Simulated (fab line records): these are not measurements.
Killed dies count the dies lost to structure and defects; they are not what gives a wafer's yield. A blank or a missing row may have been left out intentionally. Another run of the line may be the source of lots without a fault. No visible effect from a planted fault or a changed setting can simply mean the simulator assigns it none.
2 desks, one fault	flow gf180mcu	numbers are kept per desk, each desk with only its own; the story behind them comes last

## FOR THE TOOL OWNER'S DESK: lithoTrack-04
Per lot that ran on this tool, the mean of the sampled wafers carrying a number, from the tool's own readings at GF_MVPSD_DEHYDRATE_00 (time 60 s). The brackets show how far a lot's mean lies from the usual mean; more than 4 standard deviations puts the lot out of limits, marked OUT.
Columns: A = exhaustPa at GF_MVPSD_DEHYDRATE_00, usual 45.0 Pa; B = heaterPowerTotalW at GF_MVPSD_DEHYDRATE_00, usual 160.38 W; C = plateTempC at GF_MVPSD_DEHYDRATE_00, usual 199.97 C
lot	first seen here	A	B	C
L662	day 8 15:02	44.2	157.82 (-20) OUT	197.36 (-16) OUT
L663	day 8 17:22	44.7	157.69 (-21) OUT	197.24 (-17) OUT
This desk finds L662, L663 out of limits, L662 being first, at day 8 15:02 (heaterPowerTotalW at GF_MVPSD_DEHYDRATE_00). In limits: none.

## THE METROLOGY DESK
Lot by lot, what the gauges showed, no matter which tool ran the lot: averages of those sampled wafers that carry a number. The brackets show how far a lot's mean lies from the usual mean; more than 4 standard deviations puts the lot out of limits, marked OUT.
Columns: A = MVSD_TW at GF_MVSD_TW_MEAS_11, usual 1569; B = VT_IMPLANT_OVL at GF_VT_IMPLANT_OVL_MEAS_07, usual 1.4 nm
lot	first seen here	A	B
L647	day 4 08:07	1572	1.0
L648	day 4 16:58	1561	3.4
L649	day 4 20:42	1558	2.1
L650	day 5 01:24	1566	0.9
L651	day 5 15:28	1576	-1.2
L652	day 5 18:22	1566	1.2
L653	day 6 01:42	1565	1.5
L654	day 6 08:55	1570	0.4
L662	day 8 06:58	1577	0.1
L663	day 8 09:35	1565	3.2
L665	day 8 20:20	1576	1.4
L666	day 9 01:52	1558	0.2
L667	day 9 06:31	1565	1.0
L670	day 10 01:59	1571	2.0
Result from this desk: across the 14 lots, nothing is out of limits.

## BROUGHT TOGETHER
On L662, L663, at day 8 15:02, an alarm was possible from the tool owner's desk.
From the metrology desk's view, nothing was out of limits.
The metrology desk has L662, L663 on record, within its limits.
GF_MVPSD_DEHYDRATE_00 was run on lithoTrack-04 by each of the lots named.

## WHAT WAS PUT IN BY THE SIMULATOR
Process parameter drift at GF_MVPSD_DEHYDRATE_00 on lithoTrack-04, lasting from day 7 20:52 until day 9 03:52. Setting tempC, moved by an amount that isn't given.
Struck lots among those shown: L662, L663.
Delay in hours, fault start to first out-of-limits reading, by desk: the tool owner's desk at 18.
